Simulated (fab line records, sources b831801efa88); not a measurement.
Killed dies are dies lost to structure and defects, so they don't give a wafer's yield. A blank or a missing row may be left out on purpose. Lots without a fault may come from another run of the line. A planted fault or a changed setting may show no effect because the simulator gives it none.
A struck lot beside a sound one | flow sky130 | 43 steps out of a route of 708
Sound: wafers L631.4, L631.5, L631.6. Struck: wafers L641.1, L641.3, L641.5. The cause comes at the end.
At each step with rows: each side's tool, then ch and its chambers, then its first start. Under that, the readings that differ: sound wafers | struck wafers | difference of the means | sigmas: that difference in standard deviations of wafers without a fault.
alike: readings whose means differ by less than 2 such deviations, and words and numbers that are the same on both sides. not compared: withheld readings, readings that some wafer has no value for, bounds like >300 that may hide the same value, and numbers for which the record gives no deviation and whose values overlap.
The two part at a step that has a row with sigmas, a row that says differs or no value, or rows on one side only. Numbers that don't overlap but have no deviation are shown without sigmas and don't part them. A reading that every wafer of one side lacks parts them only if that side has two wafers or more.

SKY_METAL5_RS_MEAS_05: measures by four-point-probe.
  sound on film_metro-04, day 44 18:49; struck on film_metro-01, day 47 05:21
  reading                 | sound                   | struck                  | difference | sigmas
  METAL5_ALCU_RS (ohm/sq) | 0.02766 0.02762 0.02727 | 0.02679 0.02666 0.02704 | -0.00069   | -2
SKY_METAL5_THK_MEAS_06: measures by xrf.
  sound on film_metro-04, day 44 18:54; struck on film_metro-01, day 47 05:28
  reading              | sound          | struck         | difference | sigmas
  METAL5_ALCU_THK (nm) | 1108 1104 1121 | 1144 1155 1138 | +35        | +2
then, 7 steps without rows for these wafers: SKY_METAL5_DEHYDRATE_07 (time 60 s); SKY_METAL5_HMDS_08 (prime time 60 s); SKY_METAL5_COAT_09 (resist thk 1800 nm); SKY_METAL5_SOFTBAKE_10 (time 57.44 s); SKY_METAL5_EXPOSE_11 (exposes mask MM5, target cd 1600 nm); SKY_METAL5_PEB_12; SKY_METAL5_DEVELOP_13 (develop time 60 s).
SKY_METAL5_DESCUM_14: chemistry O2, time 11 s.
  sound on rie_metal-01 ch 1, day 45 15:58; struck on rie_metal-03 ch 0,1, day 48 00:17
  alike: drypump_motor_current_A, oes_product_au
  not compared: rf_hours_counter_h
SKY_METAL5_METAL_ETCH_15: etches the open film in Cl2/BCl3, stops on SiO2, target depth 1260 nm, time 252 s.
  sound on rie_metal-01 ch 1, day 45 16:14; struck on rie_metal-03 ch 0,1, day 48 00:19
  alike: drypump_motor_current_A, oes_product_au, throttle_valve_pct
  not compared: rf_hours_counter_h
SKY_METAL5_STRIP_16: strips in O2/N2.
  sound on plasma_asher-04 ch 0,1, day 45 16:30; struck on plasma_asher-01 ch 0,1, day 48 00:34
  reading                     | sound       | struck      | difference | sigmas
  drypump_motor_current_A (A) | 5.2 5.2 5.0 | 6.3 6.3 5.7 | +1.0       | +2
  alike: oes_product_au, strip_time_to_endpoint_s
  not compared: rf_hours_counter_h
SKY_METAL5_STRIP_17: strips in post etch residue remover, time 1200 s.
  sound on wet_bench-04 ch 2, day 45 16:34; struck on wet_bench-03 ch 3, day 48 00:40
  alike: bath_guard_temp_C
then, 3 steps without rows for these wafers: SKY_METAL5_CLEAN_18 (cleans in IPA, time 180 s); SKY_METAL5_CLEAN_19 (cleans in O3/DIW); SKY_PASSIVATION_CVD_00 (deposits SiO2, target thk 90 nm).
SKY_PASSIVATION_THK_MEAS_01:
  sound on film_metro-03, day 45 17:08; struck on film_metro-01, day 48 01:10
  alike: PASSIVATION_CVD_00_THK
then, 1 step without rows for these wafers: SKY_PASSIVATION_CVD_02 (deposits Si3N4, target thk 540 nm).
SKY_PASSIVATION_THK_MEAS_03:
  sound on film_metro-01, day 45 17:26; struck on film_metro-04, day 48 01:27
  alike: PASSIVATION_CVD_02_THK
then, 16 steps without rows for these wafers: SKY_PASSIVATION_DEHYDRATE_04 (time 60 s); SKY_PASSIVATION_HMDS_05 (prime time 60 s); SKY_PASSIVATION_COAT_06 (resist thk 3000 nm); SKY_PASSIVATION_SOFTBAKE_07; SKY_PASSIVATION_EXPOSE_08 (exposes mask NSM, target cd 3000 nm); SKY_PASSIVATION_PEB_09; SKY_PASSIVATION_DEVELOP_10 (develop time 60 s); SKY_PASSIVATION_ETCH_11 (etches the open film in CF4/O2, stops on AlCu, target depth 725 nm, time 161.1 s); SKY_PASSIVATION_STRIP_12 (strips in O2/N2); SKY_PAD_OPEN_DEHYDRATE_00 (time 60 s); SKY_PAD_OPEN_HMDS_01 (prime time 60 s); SKY_PAD_OPEN_COAT_02 (resist thk 3000 nm); SKY_PAD_OPEN_SOFTBAKE_03; SKY_PAD_OPEN_EXPOSE_04 (exposes mask PDM, target cd 60000 nm); SKY_PAD_OPEN_PEB_05; SKY_PAD_OPEN_DEVELOP_06 (develop time 60 s).
SKY_PAD_OPEN_ETCH_07: etches the open film in CF4/O2, stops on AlCu, target depth 725 nm, time 161.1 s.
  sound on rie_diel-03 ch 0,2,3, day 47 09:38; struck on rie_diel-03 ch 0,1,2, day 49 12:50
  alike: drypump_motor_current_A, oes_product_au, throttle_valve_pct
  not compared: rf_hours_counter_h
SKY_PAD_OPEN_STRIP_08: strips in O2/N2.
  sound on plasma_asher-02 ch 0,1, day 47 09:46; struck on plasma_asher-03 ch 0,1, day 49 12:57
  alike: drypump_motor_current_A, oes_product_au, strip_time_to_endpoint_s
  not compared: rf_hours_counter_h
then, 4 steps without rows for these wafers: SKY_PAD_OPEN_STRIP_09 (strips in post etch residue remover, time 1200 s); SKY_PAD_OPEN_CLEAN_10 (cleans in IPA, time 180 s); SKY_PAD_OPEN_CLEAN_11 (cleans in O3/DIW); SKY_PAD_OPEN_ANNEAL_12.
SKY_PAD_OPEN_BOW_MEAS_13:
  sound on film_metro-03, day 47 11:58; struck on film_metro-03, day 49 15:04
  alike: PAD_OPEN_BOW
SKY_PAD_OPEN_PROBE_99:
  sound on prober-02, day 47 12:11; struck on prober-02, day 49 15:11
  reading                               | sound               | struck            | difference | sigmas
  defect_limited_yield (%)              | 79.1 79.5 82.3      | 74.2 72.2 73.0    | -7.2       | -4
  killed_at_M4_up                       | 1 0 2               | 54 49 50          | +50        | +25
  killed_dies                           | 103 101 87          | 127 137 133       | +35        | +4
  sort_bin_3_pad_short (%)              | 0.2 1.0 0.4         | 2.4 1.8 2.2       | +1.6       | +4
  sort_bin_5_function (%)               | 11.4 13.6 12.2      | 14.8 20.1 16.3    | +4.7       | +3
  sort_n_pass                           | 389 391 405         | 365 355 359       | -35        | -4
  sort_yield_pct (%)                    | 79.1 79.5 82.3      | 74.2 72.2 73.0    | -7.2       | -4
  model.etest.tester.sort_n_pass        | 389 391 405         | 365 355 359       | -35        |
  model.etest.tester.sort_yield_pct (%) | 79.06 79.47 82.32   | 74.19 72.15 72.97 | -7.18      |
  model.etest.tester.sort_bin_5_pct (%) | 11.38 13.62 12.2    | 14.84 20.12 16.26 | +4.67      |
  model.etest.tester.sort_bin_3_pct (%) | 0.2033 1.016 0.4065 | 2.439 1.829 2.236 | +1.626     |
  alike: killed_at_M0_to_M3, killed_at_contacts, killed_at_front_end, killed_at_other, killed_open, killed_short, sort_bin_6_memory

WHERE THEY PART
First at SKY_METAL5_RS_MEAS_05; last, within this record, at SKY_PAD_OPEN_PROBE_99.

WHY: what the simulator had put in
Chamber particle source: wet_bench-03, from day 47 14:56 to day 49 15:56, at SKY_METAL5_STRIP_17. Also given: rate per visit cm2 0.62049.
